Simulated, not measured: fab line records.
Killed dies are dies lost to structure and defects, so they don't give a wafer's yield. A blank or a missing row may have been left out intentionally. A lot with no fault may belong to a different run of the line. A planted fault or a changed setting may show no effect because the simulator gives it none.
fab line records	flow sky130
record: lots: 14	wafers: 42	last_day: 50
route steps=708 shown FIELD_ISO@15 VT_ADJUST_HVTP@92
lots with no fault: from the same line, run without faults
start_h: hours from the record's first day to the start of the lot's first wafer shown	wait_h: how many hours have passed since the lot's step before this one	" the same as in the row above	L1.1+2: a row that stands for several wafers	- either no value or no given start	* or withheld: withheld	< > ~ a bound
route shown NAME@n: a module of which the file shows steps, and the number in the route of the first	usual: average and standard deviation across the fault-free wafers	same: alike in all rows	chamber/n: place in a boat	sites: per-site readings	_std_site: the standard deviation of these	_edge_site: outer sites' mean less inner sites'	radius_mm: for every site, how far away it sits from the centre of the wafer	mask NAME#n: copy n	behind: the tool/chamber that last shaped the wafer	hold: cause of the lot's hold/its duration in hours/its outcome	device: names the non-switching transistor (n, p or np)	end of line: at the end of the route, the tests of the same wafers	a step given without rows: its recipe and nothing more	killed: not the wafer's yield, but the dies lost to structure and defects at the first sort	map: per-die view of a wafer (x killed, . not killed, _ where there is no die)
set.NAME: the setting as run; set.NAME@STEP: as run at that earlier step	model.NAME: the simulator's own value behind a step, which no gauge read
one table for each step of the route and one row for each wafer, over a sample of lots
services: when a tool's chamber went out of use (start_h, in hours from the record's first day, below 0 if earlier), for how many hours, and the reason
== steps ==
step: SKY_FIELD_ISO_ETCH_14
recipe: chemistry: N2/H2	target: BARC	ion_energy_ev: 200	source_w: 500	bias_w: 100	pressure_mtorr: 30	n2_flow_sccm: 100	h2_flow_sccm: 200	stop_on: SiO2	time_s: 45.9	target_depth_a: 600
usual: drypump_motor_current_A: 5.5/0.51	oes_product_au: 0.855/0.0047	rf_fwd_power_W: 495.2/2.5	run_length_s: 74.2/0.43	throttle_valve_pct: 13.226/0.0095
lot.wafer	tool	chamber	start_h	wait_h	drypump_motor_current_A	oes_product_au	rf_fwd_power_W	rf_hours_counter_h	run_length_s	throttle_valve_pct
L224.1	rie_diel-01	2	27.56	0.1	5.0	0.851	495.7	3	74.2	13.244
L224.4	"	0	"	"	4.8	0.857	497.6	2	73.8	13.223
L224.6	"	1	"	"	6.0	0.857	494.2	-	74.9	13.237
L225.2	rie_diel-01	0	37.53	0.1	4.8	0.849	499.9	2	73.6	13.218
L225.3	"	2	"	"	5.0	0.851	497.5	3	74.3	13.243
L225.6	"	3	"	"	6.0	0.850	495.1	-	73.4	13.212
L226.1	rie_diel-04	3	42.21	0.1	5.2	0.858	492.8	89	74.3	13.219
L226.2	"	2	"	"	5.2	0.854	498.4	100	74.8	13.237
L226.5	"	3	"	"	5.2	0.860	493.9	-	74.4	13.225
L227.2	rie_diel-01	3	46.23	0.1	6.0	0.855	494.1	15	73.2	13.225
L227.3	"	1	"	"	6.1	0.851	495.5	76	74.6	13.213
L227.4	"	0	"	"	4.8	0.854	498.7	2	74.0	13.230
L228.2	rie_diel-01	3	49.46	0.1	6.0	0.858	490.9	15	73.5	13.219
L228.5	"	1	"	"	6.1	0.851	493.4	-	74.9	13.218
L228.6	"	2	"	"	5.0	0.854	500.0	-	74.1	13.227
L229.1	rie_diel-04	2	54.86	0.1	5.2	0.860	499.0	100	74.2	13.226
L229.3	"	0	"	"	5.0	0.869	497.2	26	74.1	13.238
L229.6	"	2	"	"	5.2	0.859	500.5	-	74.3	13.218
L230.1	rie_diel-04	2	59.01	0.1	5.2	0.854	497.1	100	74.4	13.239
L230.2	"	1	"	"	6.0	0.850	491.8	3	73.9	13.231
L230.3	"	3	"	"	5.2	0.846	493.2	90	74.6	13.211
L235.1	rie_diel-02	1	86.93	0.1	5.6	0.860	491.0	119	74.7	13.217
L235.3	"	3	"	"	5.7	0.856	496.3	93	73.9	13.213
L235.4	"	0	"	"	6.3	0.855	495.1	3	74.5	13.230
L234.2	rie_diel-04	0	87.16	0.1	5.0	0.861	497.1	27	73.8	13.226
L234.3	"	2	"	"	5.2	0.848	497.1	101	74.6	13.228
L234.4	"	3	"	"	5.2	0.857	495.1	90	74.5	13.230
L237.2	rie_diel-02	1	98.31	0.1	5.6	0.851	493.1	120	74.4	13.232
L237.5	"	3	"	"	5.7	0.858	494.9	-	74.2	13.207
L237.6	"	0	"	"	6.4	0.852	497.5	-	74.2	13.235
L239.2	rie_diel-04	2	107.76	0.1	5.2	0.999	-	102	47.2	13.235
L239.4	"	3	"	"	5.2	0.991	-	91	47.4	13.247
L239.5	"	3	"	"	5.1	0.985	-	-	47.0	13.229
L241.1	rie_diel-04	1	117.46	0.1	6.0	1.013	-	5	47.0	13.246
L241.2	"	2	"	"	5.2	1.006	-	102	47.1	13.234
L241.4	"	3	"	"	5.1	0.994	-	91	47.4	13.246
L244.1	rie_diel-01	0	132.86	0.1	4.8	0.853	495.0	5	74.2	13.230
L244.5	"	2	"	"	5.0	0.866	495.1	-	74.1	13.215
L244.6	"	3	"	"	6.0	0.855	492.3	-	73.6	13.228
L246.1	rie_diel-01	1	144.68	0.1	6.1	0.848	493.9	78	75.1	13.215
L246.2	"	3	"	"	6.0	0.859	492.9	18	73.4	13.233
L246.3	"	2	"	"	5.0	0.853	497.9	6	74.1	13.233
step: SKY_FIELD_ISO_ETCH_15
recipe: chemistry: CHF3/O2	target_depth_nm: 180	stop_on: Si	source_w: 600	bias_w: 200	pressure_mtorr: 40	chf3_flow_sccm: 50	O2_flow_sccm: 5	time_s: 72
usual: drypump_motor_current_A: 5.5/0.5	oes_product_au: 0.947/0.0075	rf_fwd_power_W: 595.6/2.3	run_length_s: 100.3/0.41	throttle_valve_pct: 8.844/0.0085
lot.wafer	tool	chamber	start_h	wait_h	drypump_motor_current_A	oes_product_au	rf_fwd_power_W	rf_hours_counter_h	run_length_s	throttle_valve_pct
L224.1	rie_diel-01	2	27.60	0.0	5.0	0.931	599.4	3	100.6	8.845
L224.4	"	0	"	"	4.8	0.929	596.7	2	100.3	8.839
L224.6	"	1	"	"	6.0	0.950	592.2	-	100.8	8.842
L225.2	rie_diel-01	0	37.58	0.0	4.8	0.939	598.0	2	99.8	8.843
L225.3	"	2	"	"	5.0	0.933	597.5	3	100.2	8.840
L225.6	"	3	"	"	6.0	0.937	593.1	-	99.3	8.848
L226.1	rie_diel-04	3	42.25	0.0	5.1	0.950	593.1	89	100.2	8.843
L226.2	"	2	"	"	5.2	0.948	592.7	100	100.2	8.825
L226.5	"	3	"	"	5.2	0.955	595.5	-	100.4	8.851
L227.2	rie_diel-01	3	46.28	0.0	6.0	0.941	595.8	15	99.3	8.847
L227.3	"	1	"	"	6.0	0.937	593.0	76	100.7	8.830
L227.4	"	0	"	"	4.8	0.945	598.9	2	100.2	8.852
L228.2	rie_diel-01	3	49.50	0.0	6.0	0.934	593.4	16	99.3	8.838
L228.5	"	1	"	"	6.0	0.947	596.1	-	100.8	8.839
L228.6	"	2	"	"	5.0	0.936	595.2	-	100.7	8.836
L229.1	rie_diel-04	2	54.90	0.0	5.2	0.950	599.1	100	100.3	8.846
L229.3	"	0	"	"	5.0	0.949	596.2	26	100.4	8.840
L229.6	"	2	"	"	5.2	0.950	599.8	-	100.7	8.845
L230.1	rie_diel-04	2	59.05	0.0	5.2	0.944	598.1	100	100.3	8.850
L230.2	"	1	"	"	6.0	0.948	595.1	3	100.1	8.858
L230.3	"	3	"	"	5.1	0.938	594.4	90	100.2	8.835
L235.1	rie_diel-02	1	86.98	0.0	5.6	0.955	590.0	119	100.9	8.840
L235.3	"	3	"	"	5.7	0.950	596.0	93	100.1	8.857
L235.4	"	0	"	"	6.3	0.956	602.3	3	100.4	8.856
L234.2	rie_diel-04	0	87.20	0.0	5.0	0.947	597.1	27	100.0	8.845
L234.3	"	2	"	"	5.2	0.940	592.1	101	100.5	8.847
L234.4	"	3	"	"	5.1	0.950	594.5	90	100.4	8.834
L237.2	rie_diel-02	1	98.35	0.0	5.6	0.947	593.2	120	100.5	8.857
L237.5	"	3	"	"	5.7	0.951	593.8	-	100.7	8.844
L237.6	"	0	"	"	6.4	0.951	595.5	-	100.6	8.837
L239.2	rie_diel-04	2	107.80	0.0	5.2	0.376	598.1	102	100.2	8.679
L239.4	"	3	"	"	5.1	0.371	595.2	91	100.1	8.664
L239.5	"	3	"	"	5.1	0.377	593.7	-	100.2	8.664
L241.1	rie_diel-04	1	117.50	0.0	6.0	0.369	595.9	5	99.8	8.670
L241.2	"	2	"	"	5.2	0.378	596.4	102	100.3	8.673
L241.4	"	3	"	"	5.1	0.377	596.9	91	100.3	8.681
L244.1	rie_diel-01	0	132.90	0.0	4.8	0.941	597.4	5	99.9	8.827
L244.5	"	2	"	"	5.0	0.946	597.6	-	100.3	8.849
L244.6	"	3	"	"	6.0	0.949	594.8	-	99.4	8.833
L246.1	rie_diel-01	1	144.73	0.0	6.0	0.946	595.5	78	100.7	8.836
L246.2	"	3	"	"	6.0	0.956	594.6	18	99.4	8.849
L246.3	"	2	"	"	5.0	0.937	594.5	6	100.3	8.841
step: SKY_FIELD_ISO_STRIP_16
recipe: chemistry: O2/N2	power_w: 1400	pressure_mtorr: 1500	platen_temp_c: withheld	o2_flow_sccm: 3000	n2_flow_sccm: 300	overash_fraction: 0.5
usual: drypump_motor_current_A: 5.3/0.34	oes_product_au: 0.378/0.0043	strip_time_to_endpoint_s: 3.543/0.026
lot.wafer	tool	chamber	start_h	wait_h	drypump_motor_current_A	oes_product_au	rf_hours_counter_h	strip_time_to_endpoint_s
L224.1	plasma_asher-02	1	27.66	0.0	5.6	0.378	32	3.546
L224.4	"	0	"	"	5.0	0.384	-	3.543
L224.6	"	1	"	"	5.6	0.378	-	3.529
L225.2	plasma_asher-02	1	37.63	0.0	5.6	0.380	32	3.540
L225.3	"	1	"	"	5.6	0.378	-	3.543
L225.6	"	0	"	"	5.0	0.377	-	3.548
L226.1	plasma_asher-02	1	42.30	0.0	5.6	0.374	33	3.536
L226.2	"	0	"	"	4.9	0.378	33	3.589
L226.5	"	1	"	"	5.6	0.375	-	3.588
L227.2	plasma_asher-02	1	46.33	0.0	5.6	0.377	34	3.590
L227.3	"	0	"	"	5.0	0.386	-	3.598
L227.4	"	1	"	"	5.7	0.366	-	3.593
L228.2	plasma_asher-02	0	49.56	0.0	5.0	0.375	34	3.554
L228.5	"	1	"	"	5.6	0.388	-	3.541
L228.6	"	0	"	"	4.9	0.381	-	3.519
L229.1	plasma_asher-02	0	54.95	0.0	5.0	0.379	35	3.536
L229.3	"	1	"	"	5.6	0.379	-	3.578
L229.6	"	1	"	"	5.6	0.379	-	3.572
L230.1	plasma_asher-02	1	59.11	0.0	5.6	0.377	35	3.545
L230.2	"	0	"	"	4.9	0.373	35	3.530
L230.3	"	0	"	"	4.9	0.374	-	3.556
L235.1	plasma_asher-01	1	87.03	0.0	5.3	0.376	42	3.551
L235.3	"	0	"	"	4.8	0.370	-	3.532
L235.4	"	1	"	"	5.3	0.386	-	3.523
L234.2	plasma_asher-02	0	87.26	0.0	5.0	0.371	38	3.528
L234.3	"	1	"	"	5.6	0.377	-	3.555
L234.4	"	0	"	"	5.0	0.376	-	3.586
L237.2	plasma_asher-02	0	98.40	0.0	5.0	0.377	39	3.534
L237.5	"	1	"	"	5.6	0.373	-	3.517
L237.6	"	0	"	"	4.9	0.371	-	3.510
L239.2	plasma_asher-02	0	107.85	0.0	4.9	0.391	40	3.820
L239.4	"	0	"	"	5.0	0.395	-	3.827
L239.5	"	0	"	"	4.9	0.399	-	3.850
L241.1	plasma_asher-03	1	117.55	0.0	5.8	0.388	29	3.819
L241.2	"	0	"	"	5.5	0.387	29	3.822
L241.4	"	1	"	"	5.8	0.389	-	3.837
L244.1	plasma_asher-02	1	132.95	0.0	5.6	0.378	1	3.556
L244.5	"	0	"	"	5.0	0.379	-	3.510
L244.6	"	1	"	"	5.6	0.375	-	3.590
L246.1	plasma_asher-03	0	144.78	0.0	5.5	0.380	32	3.534
L246.2	"	1	"	"	5.7	0.387	32	3.537
L246.3	"	1	"	"	5.7	0.384	-	3.516
step: SKY_FIELD_ISO_ETCH_17
recipe: target_depth_a: 3420	mask_material: Si3N4	chemistry: HBr/Cl2/O2	target: Si	taper_deg: 5	icp_w: 600	bias_w: 150	pressure_mtorr: 15	HBr_flow_sccm: 150	Cl2_flow_sccm: 40	O2_flow_sccm: 6	time_s: 97.7
usual: drypump_motor_current_A: 5.79/0.26	mfc_cl2_sccm: 40.00/0.11	oes_product_au: 0.996/0.0082	rf_fwd_power_W: 596.4/2	run_length_s: 126.24/0.3	throttle_valve_pct: 25.658/0.01
lot.wafer	tool	chamber	start_h	wait_h	drypump_motor_current_A	mfc_cl2_sccm	oes_product_au	rf_fwd_power_W	rf_hours_counter_h	run_length_s	throttle_valve_pct
L224.1	rie_si-02	3	27.76	0.1	5.67	39.98	0.984	598.3	21	126.40	25.670
L224.4	"	2	"	"	5.92	39.90	0.991	597.9	8	126.39	25.646
L224.6	"	0	"	"	5.67	40.09	0.988	593.2	-	126.60	25.653
L225.2	rie_si-01	3	37.73	0.1	6.17	40.07	1.003	596.0	87	126.28	25.666
L225.3	"	0	"	"	6.07	39.91	1.001	597.6	30	125.97	25.661
L225.6	"	1	"	"	5.31	40.12	1.007	599.0	-	126.57	25.659
L226.1	rie_si-02	2	42.40	0.1	5.89	40.02	1.007	594.8	8	126.30	25.660
L226.2	"	0	"	"	5.66	40.12	0.995	593.4	92	126.29	25.647
L226.5	"	0	"	"	5.66	40.03	0.995	594.8	-	126.71	25.669
L227.2	rie_si-01	1	46.43	0.1	5.29	39.85	0.986	596.7	48	126.80	25.663
L227.3	"	2	"	"	5.93	40.00	0.995	598.3	51	126.66	25.654
L227.4	"	3	"	"	6.15	39.94	1.006	595.2	87	126.28	25.652
L228.2	rie_si-02	2	49.66	0.1	5.91	39.95	1.009	594.2	8	126.19	25.644
L228.5	"	2	"	"	5.91	39.85	1.008	592.8	-	126.39	25.664
L228.6	"	1	"	"	5.67	39.99	0.998	596.7	-	125.81	25.637
L229.1	rie_si-02	1	55.05	0.1	5.67	39.87	1.006	595.5	130	125.69	25.644
L229.3	"	3	"	"	5.66	40.03	0.987	598.4	21	126.19	25.666
L229.6	"	1	"	"	5.67	40.10	0.995	596.4	-	126.26	25.662
L230.1	rie_si-02	2	59.21	0.1	5.91	40.20	1.000	594.1	8	125.86	25.663
L230.2	"	3	"	"	5.64	39.95	0.991	596.6	21	126.04	25.680
L230.3	"	1	"	"	5.66	40.02	0.999	598.9	130	125.84	25.655
L235.1	rie_si-02	1	87.13	0.1	5.69	40.03	1.011	597.0	131	125.69	25.650
L235.3	"	0	"	"	5.66	39.84	1.000	598.0	92	126.22	25.648
L235.4	"	2	"	"	5.91	39.83	1.009	596.0	8	126.08	25.646
L234.2	rie_si-01	0	87.36	0.1	6.07	39.94	0.987	596.8	30	126.46	25.663
L234.3	"	2	"	"	5.95	39.95	0.996	598.2	52	126.46	25.655
L234.4	"	1	"	"	5.32	39.98	0.985	595.0	49	126.53	25.667
L237.2	rie_si-01	3	98.50	0.1	6.17	40.15	0.998	595.6	87	125.87	25.651
L237.5	"	2	"	"	5.97	39.89	0.993	596.3	-	126.25	25.667
L237.6	"	3	"	"	6.15	40.06	0.999	596.5	-	126.02	25.652
L239.2	rie_si-01	3	107.95	0.1	6.12	39.86	1.012	598.2	87	126.44	25.650
L239.4	"	2	"	"	5.97	39.93	0.999	595.9	52	126.64	25.663
L239.5	"	1	"	"	5.31	39.87	0.997	598.7	-	126.64	25.669
L241.1	rie_si-02	2	117.65	0.1	5.89	40.09	0.995	596.7	8	125.98	25.667
L241.2	"	0	"	"	5.65	40.14	1.005	595.1	93	126.80	25.661
L241.4	"	3	"	"	5.65	39.85	0.990	593.4	21	126.06	25.668
L244.1	rie_si-01	2	133.05	0.1	5.96	40.15	0.998	599.3	52	126.51	25.661
L244.5	"	0	"	"	6.07	40.07	0.985	595.0	-	126.29	25.670
L244.6	"	3	"	"	6.13	40.09	0.999	597.2	-	125.89	25.656
L246.1	rie_si-02	3	144.88	0.1	5.65	40.02	0.987	599.5	22	125.95	25.676
L246.2	"	2	"	"	5.92	40.09	1.008	594.2	9	125.81	25.657
L246.3	"	0	"	"	5.66	39.96	0.994	593.2	93	126.09	25.657
step: SKY_VT_ADJUST_HVTP_CD_MEAS_07
recipe: target_cd_nm: 380
usual: cd_nm: 380.2/2.3
lot.wafer	tool	chamber	start_h	wait_h	cd_nm
L224.1	cd_sem-02	-	115.81	0.1	382.0
L224.4	"	-	"	"	377.3
L224.6	"	-	"	"	379.4
L225.2	cd_sem-02	-	129.61	0.1	378.9
L225.3	"	-	"	"	378.5
L225.6	"	-	"	"	381.7
L226.1	cd_sem-01	-	134.41	0.1	379.8
L226.2	"	-	"	"	381.5
L226.5	"	-	"	"	381.4
L227.2	cd_sem-02	-	139.96	0.1	377.2
L227.3	"	-	"	"	377.2
L227.4	"	-	"	"	377.1
L228.2	cd_sem-02	-	146.81	0.1	376.3
L228.5	"	-	"	"	377.4
L228.6	"	-	"	"	378.5
L229.1	cd_sem-01	-	165.51	0.1	382.6
L229.3	"	-	"	"	380.3
L229.6	"	-	"	"	379.4
L230.1	cd_sem-01	-	167.29	0.1	382.6
L230.2	"	-	"	"	382.2
L230.3	"	-	"	"	382.1
L235.1	cd_sem-02	-	189.29	0.1	380.1
L235.3	"	-	"	"	379.9
L235.4	"	-	"	"	379.3
L234.2	cd_sem-01	-	190.76	0.1	382.3
L234.3	"	-	"	"	380.9
L234.4	"	-	"	"	384.7
L237.2	cd_sem-02	-	203.13	0.1	382.3
L237.5	"	-	"	"	383.0
L237.6	"	-	"	"	383.3
L244.1	cd_sem-01	-	258.56	0.1	383.0
L244.5	"	-	"	"	386.3
L244.6	"	-	"	"	385.9
L246.1	cd_sem-01	-	273.79	0.1	380.9
L246.2	"	-	"	"	382.2
L246.3	"	-	"	"	381.4
step: SKY_VT_ADJUST_HVTP_STRIP_10
recipe: chemistry: O2/N2	power_w: 1400	pressure_mtorr: 1500	platen_temp_c: withheld	o2_flow_sccm: 3000	n2_flow_sccm: 300	overash_fraction: 0.5
usual: drypump_motor_current_A: 5.3/0.34	oes_product_au: 0.715/0.0049	strip_time_to_endpoint_s: 14.18/0.035
lot.wafer	tool	chamber	start_h	wait_h	drypump_motor_current_A	oes_product_au	rf_hours_counter_h	strip_time_to_endpoint_s
L224.1	plasma_asher-03	1	116.12	0.1	5.7	0.714	29	14.08
L224.4	"	1	"	"	5.7	0.719	-	14.17
L224.6	"	0	"	"	5.5	0.716	-	14.12
L225.2	plasma_asher-02	0	129.89	0.1	5.0	0.716	1	14.20
L225.3	"	0	"	"	5.0	0.711	-	14.16
L225.6	"	1	"	"	5.6	0.716	-	14.17
L226.1	plasma_asher-03	0	134.72	0.1	5.5	0.715	31	14.16
L226.2	"	1	"	"	5.8	0.719	31	14.11
L226.5	"	0	"	"	5.5	0.724	-	14.10
L227.2	plasma_asher-01	0	140.24	0.1	4.8	0.719	47	14.20
L227.3	"	1	"	"	5.3	0.710	-	14.21
L227.4	"	0	"	"	4.8	0.720	-	14.24
L228.2	plasma_asher-02	0	147.09	0.1	4.9	0.724	3	14.18
L228.5	"	0	"	"	4.9	0.720	-	14.12
L228.6	"	1	"	"	5.6	0.728	-	14.19
L229.1	plasma_asher-02	1	165.82	0.1	5.6	0.715	5	14.19
L229.3	"	0	"	"	5.0	0.716	-	14.19
L229.6	"	1	"	"	5.6	0.713	-	14.16
L230.1	plasma_asher-01	1	167.59	0.1	5.3	0.712	50	14.15
L230.2	"	0	"	"	4.8	0.720	50	14.14
L230.3	"	1	"	"	5.3	0.718	-	14.14
L235.1	plasma_asher-02	0	189.59	0.1	5.0	0.709	7	14.17
L235.3	"	1	"	"	5.6	0.712	-	14.17
L235.4	"	0	"	"	5.0	0.713	-	14.21
L234.2	plasma_asher-01	1	191.04	0.1	5.3	0.716	51	14.21
L234.3	"	1	"	"	5.3	0.710	-	14.16
L234.4	"	0	"	"	4.8	0.710	-	14.20
L237.2	plasma_asher-02	0	203.42	0.1	5.0	0.717	9	14.20
L237.5	"	0	"	"	5.0	0.704	-	14.19
L237.6	"	1	"	"	5.6	0.710	-	14.17
L244.1	plasma_asher-03	1	258.87	0.1	5.8	0.706	44	14.20
L244.5	"	1	"	"	5.8	0.724	-	14.18
L244.6	"	0	"	"	5.5	0.706	-	14.15
L246.1	plasma_asher-03	0	274.09	0.1	5.5	0.713	45	14.20
L246.2	"	1	"	"	5.7	0.723	45	14.21
L246.3	"	1	"	"	5.7	0.713	-	14.24
== services ==
tool	chamber	start_h	hours	kind
rie_diel-02	0	38.71	5.3	repair
plasma_asher-03	-	39.18	21.1	pm
plasma_asher-02	-	46.81	0.9	repair
plasma_asher-03	-	62.46	0.8	repair
plasma_asher-02	-	62.61	1.7	repair
rie_si-01	2	75.24	11.0	repair
rie_diel-04	2	83.13	2.0	repair
rie_diel-01	1	89.90	21.9	repair
rie_diel-01	0	94.48	4.5	repair
rie_diel-01	2	97.44	4.8	repair
plasma_asher-02	-	108.75	9.0	pm
rie_si-02	0	119.98	8.4	repair
rie_diel-04	1	120.65	3.1	repair
rie_diel-04	3	123.55	1.4	repair
plasma_asher-01	-	131.01	9.2	repair
rie_diel-01	-	155.42	0.9	repair
rie_si-02	-	157.29	0.1	repair
rie_diel-01	0	169.88	5.2	repair
rie_si-02	-	172.56	2.8	pm
rie_diel-01	0	197.16	6.1	repair
rie_diel-04	2	214.21	50.8	repair
rie_diel-01	2	219.80	8.7	repair
rie_diel-01	-	220.41	0.7	repair
rie_diel-01	3	271.64	5.6	repair
== key ==
first_sign: step: SKY_FIELD_ISO_ETCH_14	reading: run_length_s	direction: down	sigmas: 63	usual: *	struck: *
effect: step: SKY_FIELD_ISO_ETCH_14	reading: oes_product_au	direction: up	sigmas: 30	usual: 0.855	struck: 0.998
effect: step: SKY_FIELD_ISO_ETCH_15	reading: oes_product_au	direction: down	sigmas: 76	usual: 0.947	struck: 0.375
effect: step: SKY_FIELD_ISO_STRIP_16	reading: strip_time_to_endpoint_s	direction: up	sigmas: 11	usual: *	struck: *
met_at SKY_FIELD_ISO_ETCH_14
struck_lots L239,L241
later_rows_left_out L239.2,L239.4,L239.5,L241.1,L241.2,L241.4
sort_left_out L239.2,L239.4,L239.5,L241.1,L241.2,L241.4
tester_left_out L239,L241
not_acting_at SKY_FIELD_ISO_ETCH_17,SKY_VT_ADJUST_HVTP_CD_MEAS_07,SKY_VT_ADJUST_HVTP_STRIP_10
onset_between 87.16 107.76
fault: kind: process_parameter_drift	tool: rie_diel-04	chamber: -	onset_h: 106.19	steps: SKY_FIELD_ISO_ETCH_14	channel: time_s	offset: *	shape: step	end_h: 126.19	acts_in: *	stated: *
tester_left_out: of these lots the tester's yield and bins aren't shown, on N5 and GAA mostly nor the transistor test; their killed dies are dies lost to structure and defects alone, not to doping, threshold or leakage, so they don't give the yield
sort_left_out: the simulated sort isn't trusted on such a fault, so these wafers' sort isn't shown, and their yield isn't known
later_rows_left_out: the simulator's readings of these wafers behind a module that went badly wrong aren't trusted and aren't shown, but for the sort
